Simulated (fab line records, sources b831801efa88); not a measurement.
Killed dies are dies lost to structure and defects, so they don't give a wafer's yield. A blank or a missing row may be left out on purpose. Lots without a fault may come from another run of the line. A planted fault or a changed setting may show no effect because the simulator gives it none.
Which tool did it? | flow sky130 | 15 lots, 45 wafers sampled, at 4 steps of a route of 708

WHAT THE GAUGES READ, wafer by wafer
SKY_RES_XHIGH_TW_MEAS_09. Usual: RES_XHIGH_TW 1652, standard deviation 18.
lot  | measured     | on            | RES_XHIGH_TW   | flag
L766 | day 27 18:41 | film_metro-04 | 1645 1632 1641 |
L767 | day 28 13:30 | film_metro-04 | 1629 1642 1631 |
L769 | day 29 06:21 | film_metro-02 | 1650 1650 1655 |
L770 | day 29 05:07 | film_metro-04 | 1651 1646 1643 |
L771 | day 29 09:13 | film_metro-04 | 1653 1650 1647 |
L780 | day 32 03:10 | film_metro-01 | 1649 1651 1649 |
L781 | day 32 11:32 | film_metro-04 | 1629 1627 1630 |
L782 | day 32 19:08 | film_metro-01 | 1670 1662 1656 |
L783 | day 33 00:43 | film_metro-04 | 1629 1631 1636 |
L784 | day 33 04:01 | film_metro-04 | 1636 1627 1640 |
L785 | day 33 12:55 | film_metro-02 | 1655 1651 1650 |
L786 | day 34 12:24 | film_metro-04 | 1633 1640 1639 |

WHICH TOOL RAN EACH LOT (tool, then ch and the chambers of the sampled wafers, then the start)
lot  | SKY_FIELD_ISO_ETCH_17           | SKY_FIELD_ISO_WET_ETCH_30      | SKY_SONOS_ONO_ETCH_15
L766 | rie_si-02 ch 0,1,3, day 2 15:46 | wet_bench-02 ch 1, day 3 00:05 | rie_diel-02 ch 1,2, day 13 14:06
L767 | rie_si-01 ch 0,1,2, day 2 20:50 | wet_bench-01 ch 1, day 3 12:34 | rie_diel-02 ch 0,2,3, day 14 11:19
L769 | rie_si-01 ch 0,2,3, day 3 08:44 | wet_bench-02 ch 3, day 3 22:58 | rie_diel-03 ch 0,2,3, day 15 04:01
L770 | rie_si-02 ch 0,2, day 3 14:53   | wet_bench-01 ch 3, day 4 00:26 | rie_diel-02 ch 0,1, day 15 01:43
L771 | rie_si-02 ch 1,2,3, day 3 18:02 | wet_bench-01 ch 3, day 4 00:26 | rie_diel-01 ch 0,1,3, day 15 05:22
L772 | rie_si-02 ch 1,3, day 4 03:35   | wet_bench-01 ch 1, day 4 07:40 | -
L773 | rie_si-01 ch 0,1,2, day 4 05:08 | wet_bench-01 ch 0, day 4 09:11 | -
L774 | rie_si-02 ch 1,3, day 4 13:41   | wet_bench-03 ch 3, day 4 18:10 | -
L780 | rie_si-01 ch 1,2,3, day 5 17:44 | wet_bench-02 ch 3, day 5 22:29 | rie_diel-01 ch 1,2,3, day 18 04:31
L781 | rie_si-02 ch 1,3, day 5 20:19   | wet_bench-01 ch 3, day 6 02:32 | rie_diel-01 ch 1,2,3, day 18 10:43
L782 | rie_si-02 ch 1,3, day 6 03:14   | wet_bench-03 ch 3, day 6 07:17 | rie_diel-02 ch 0,1, day 18 19:25
L783 | rie_si-01 ch 2,3, day 6 08:13   | wet_bench-02 ch 0, day 6 13:58 | rie_diel-01 ch 0,1,3, day 19 00:45
L784 | rie_si-02 ch 0,3, day 6 13:35   | wet_bench-02 ch 1, day 6 19:14 | rie_diel-01 ch 0,2, day 19 11:10
L785 | rie_si-01 ch 0,2,3, day 6 17:59 | wet_bench-03 ch 0, day 6 23:58 | rie_diel-01 ch 0,1,2, day 19 17:03
L786 | rie_si-01 ch 0,2,3, day 7 00:56 | wet_bench-01 ch 0, day 7 08:55 | rie_diel-02 ch 1,2, day 20 19:39
- SKY_FIELD_ISO_ETCH_17: etches Si in HBr/Cl2/O2, target depth 342 nm, time 97.7 s.
- SKY_FIELD_ISO_WET_ETCH_30: etches SiO2 in dHF, target depth 25 nm, time 50 s.
- SKY_SONOS_ONO_ETCH_15: etches the open film in CHF3/O2, target depth 19.52 nm, time 7.8 s.

WHAT THE TOOLS THEMSELVES READ (means of the sampled wafers that have a number; where no wafer has one, the mark that the record gives instead)
SKY_FIELD_ISO_ETCH_17. Usual: HBr_flow_sccm 149.9 sccm, standard deviation 0.42; O2_flow_sccm 6.000 sccm, standard deviation 0.017; drypump_motor_current_A 5.6 A, standard deviation 0.43; oes_product_au 1.000 a.u., standard deviation 0.011; throttle_valve_pct 25.656 %, standard deviation 0.013.
lot  | tool      | HBr_flow_sccm (sccm) | O2_flow_sccm (sccm) | drypump_motor_current_A (A) | oes_product_au (a.u.) | throttle_valve_pct (%) | flag
L766 | rie_si-02 | 149.6                | 5.987               | 5.6                         | 0.987                 | 25.662                 |
L767 | rie_si-01 | 150.1                | 5.991               | 5.6                         | 1.002                 | 25.652                 |
L769 | rie_si-01 | 149.6                | 5.991               | 5.9                         | 1.008                 | 25.649                 |
L770 | rie_si-02 | 150.1                | 6.006               | 5.8                         | 0.989                 | 25.662                 |
L771 | rie_si-02 | 149.6                | 6.003               | 5.3                         | 1.006                 | 25.648                 |
L772 | rie_si-02 | 149.8                | 6.014               | 5.3                         | 0.990                 | 25.655                 |
L773 | rie_si-01 | 149.6                | 5.998               | 5.6                         | 1.004                 | 25.658                 |
L774 | rie_si-02 | 150.0                | 5.991               | 5.3                         | 0.998                 | 25.672                 |
L780 | rie_si-01 | 150.2                | 5.987               | 5.5                         | 1.005                 | 25.644                 |
L781 | rie_si-02 | 150.3                | 6.002               | 5.3                         | 0.999                 | 25.673                 |
L782 | rie_si-02 | 149.7                | 5.985               | 5.2                         | 1.005                 | 25.646                 |
L783 | rie_si-01 | 150.2                | 5.997               | 5.8                         | 0.994                 | 25.657                 |
L784 | rie_si-02 | 150.1                | 5.993               | 5.8                         | 0.994                 | 25.666                 |
L785 | rie_si-01 | 150.2                | 5.994               | 5.9                         | 1.012                 | 25.652                 |
L786 | rie_si-01 | 150.0                | 5.998               | 6.0                         | 1.012                 | 25.642                 |

SKY_FIELD_ISO_WET_ETCH_30. Usual: bath_heat_duty_pct 6.0 %, standard deviation 0.71; run_length_s 79 s, standard deviation 3.2.
lot  | tool         | bath_heat_duty_pct (%) | run_length_s (s) | flag
L766 | wet_bench-02 | 4.9                    | 83               |
L767 | wet_bench-01 | 5.9                    | 75               |
L769 | wet_bench-02 | 6.4                    | 82               |
L770 | wet_bench-01 | 6.4                    | 81               |
L771 | wet_bench-01 | 6.3                    | 82               |
L772 | wet_bench-01 | -                      | -                | OFF
L773 | wet_bench-01 | -                      | -                | OFF
L774 | wet_bench-03 | -                      | -                | OFF
L780 | wet_bench-02 | 5.7                    | 82               |
L781 | wet_bench-01 | 6.7                    | 75               |
L782 | wet_bench-03 | 5.5                    | 82               |
L783 | wet_bench-02 | 6.3                    | 76               |
L784 | wet_bench-02 | 4.8                    | 77               |
L785 | wet_bench-03 | 6.6                    | 77               |
L786 | wet_bench-01 | 6.7                    | 76               |

SKY_SONOS_ONO_ETCH_15. Usual: O2_flow_sccm 4.999 sccm, standard deviation 0.014; bias_w 200.1 W, standard deviation 0.61; drypump_motor_current_A 5.8 A, standard deviation 0.37; oes_product_au 1.009 a.u., standard deviation 0.012; throttle_valve_pct 8.826 %, standard deviation 0.0093.
lot  | tool        | O2_flow_sccm (sccm) | bias_w (W) | drypump_motor_current_A (A) | oes_product_au (a.u.) | throttle_valve_pct (%) | flag
L766 | rie_diel-02 | 4.985               | 199.8      | 5.4                         | 1.006                 | 8.823                  |
L767 | rie_diel-02 | 5.013               | 200.2      | 5.7                         | 1.003                 | 8.831                  |
L769 | rie_diel-03 | 5.008               | 199.8      | 6.1                         | 0.999                 | 8.829                  |
L770 | rie_diel-02 | 4.997               | 200.0      | 5.7                         | 0.999                 | 8.820                  |
L771 | rie_diel-01 | 4.996               | 199.1      | 5.6                         | 1.016                 | 8.825                  |
L780 | rie_diel-01 | 4.988               | 200.0      | 5.7                         | 1.008                 | 8.821                  |
L781 | rie_diel-01 | 5.005               | 200.1      | 5.7                         | 1.009                 | 8.832                  |
L782 | rie_diel-02 | 5.004               | 199.9      | 5.8                         | 1.003                 | 8.822                  |
L783 | rie_diel-01 | 5.007               | 199.4      | 5.6                         | 1.021                 | 8.829                  |
L784 | rie_diel-01 | 5.008               | 200.1      | 5.8                         | 1.014                 | 8.827                  |
L785 | rie_diel-01 | 4.988               | 200.0      | 5.8                         | 1.008                 | 8.827                  |
L786 | rie_diel-02 | 5.007               | 200.7      | 5.6                         | 1.006                 | 8.825                  |

THE ANSWER, worked out from the rows above alone
Rule: a lot is off if the mean of its wafers that have a number lies more than 3 standard deviations from the usual mean. A lot without any number at a reading at which 4 lots or more have one is off too. The other lots that the step has rows for count as sound. The gauges are gone through in route order, then the tools' own readings, and for those a lot's mean is taken as printed above. The first step at which some lot is off is used, and at that step the reading that is off furthest; a lot without a number counts as furthest.
Off: L772, L773, L774, at SKY_FIELD_ISO_WET_ETCH_30 (bath_heat_duty_pct). Without a number there: L772, L773, L774.
A tool fits if, at that step or a process step before it, it ran every lot that is off, and no sound lot after the first of them. None of those tried fits.

WHAT THE SIMULATOR HAD PUT IN
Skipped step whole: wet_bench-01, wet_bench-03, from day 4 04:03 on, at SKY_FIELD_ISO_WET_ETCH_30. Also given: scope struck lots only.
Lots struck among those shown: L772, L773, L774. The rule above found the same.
